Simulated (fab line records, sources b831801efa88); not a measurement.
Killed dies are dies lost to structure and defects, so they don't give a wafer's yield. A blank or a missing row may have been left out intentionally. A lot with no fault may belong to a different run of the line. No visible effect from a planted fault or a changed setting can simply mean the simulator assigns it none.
Problem report in the 8D (eight disciplines) form, filled by code + flow gf180mcu + the parts of the form that need people (team, actions taken, sign-off) are left out

1. WHAT WENT WRONG
Wafers without a fault read 7.43 s, standard deviation 0.073; strip time to endpoint s at GF_M3_STRIP_17 reads a mean of 6.26 s on 3 wafers belonging to 3 lots. That puts it -16 standard deviations away from the usual mean.
The step: strips in O2/N2.
First observed at day 25 01:41: wafer L179.1, on plasma asher-01. The record has a number at this step for 34 wafers belonging to 12 lots. By rule, "out" or "out of limits" means more than 4 standard deviations away from the usual mean. All remaining wafers that have a number are taken as sound.

2. WHAT IT IS, AND WHAT IT ISN'T
| question                    | is                                                | is not                                                                                |
|-----------------------------|---------------------------------------------------|---------------------------------------------------------------------------------------|
| which readings at this step | strip time to endpoint s, oes product au          | drypump motor current A, heater power w                                               |
| which lots                  | L179, L181, L183                                  | L168, L169, L170, L172, L176, L177, L178, L190, L191                                  |
| which wafers of those lots  | L179.1, L181.4, L183.1                            | L179.5, L181.2, L181.5, L183.5                                                        |
| read on which tools         | plasma asher-01, plasma asher-02, plasma asher-04 | -                                                                                     |
| when                        | from day 25 01:41                                 | up to then (22 sound wafers); but 9 sound wafers of L181, L183, L190, L191 came after |

3. THE SUSPECTS, EACH WITH WHAT RULES IT OUT
Counting: if a tool at a process step up to the reading ran every lot that is out, it stays a suspect. Sound lots after the first of them don't rule it out here, since some wafers of a struck lot are sound.
- rie metal-04 at GF_M3_METAL_ETCH_16 (etches the open film in Cl2/BCl3, stops on SiO2, target depth 750.8 nm, time 125.1 s): kept. It processed each lot that is out (first: L179, day 25 01:33); up to then, its last sound lot is L178 (day 24 19:20).
Remaining after the count: rie metal-04 at GF_M3_METAL_ETCH_16.

4. THE CAUSE (what the simulator had put in)
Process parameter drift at GF_M3_METAL_ETCH_16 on rie metal-04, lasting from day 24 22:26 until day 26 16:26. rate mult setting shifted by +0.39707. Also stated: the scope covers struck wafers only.
After counting, this tool was the only one left.

5. SEQUENCE OF EFFECTS, ordered by route
One row per reading whose mean, taken over the struck wafers that have a number, lies over 3 standard deviations from the usual. Readings are gone through only where the record gives a usual standard deviation; hours: the median, over the lots, of the time from a lot's start at the first step in this table giving one to that lot's start at this step; sigmas: the change measured in usual standard deviations.
| hours | step           | reading                  | usual      | on struck wafers | change | sigmas |
|-------|----------------|--------------------------|------------|------------------|--------|--------|
| 0     | GF_M3_STRIP_17 | oes product au           | 0.539 a.u. | 0.494            | -0.045 | -8.3   |
| 0     | GF_M3_STRIP_17 | strip time to endpoint s | 7.43 s     | 6.26             | -1.17  | -16    |
It contains these process steps:
- GF_M3_STRIP_17: strips in O2/N2.
Later steps that measure or inspect, where all struck wafers having a row at the step show a number for every such reading and not one has moved that far: GF_M4_THK_MEAS_06, GF_V4_OVL_MEAS_15.

6. HOW IT WOULD HAVE BEEN CAUGHT EARLIER
In this record no reading fell out of limits until day 25 01:41, 3 hours after the fault had begun at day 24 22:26.
Tool readings at GF_M3_METAL_ETCH_16 with a usual standard deviation given in the record: none out on any struck wafer, hence no alarm at a limit of 4 standard deviations on them.
Lots out: 3; of these, L181, L183 started GF_M3_METAL_ETCH_16 on rie metal-04 after day 25 01:41. A hold on the tool at that time would have spared those 2.
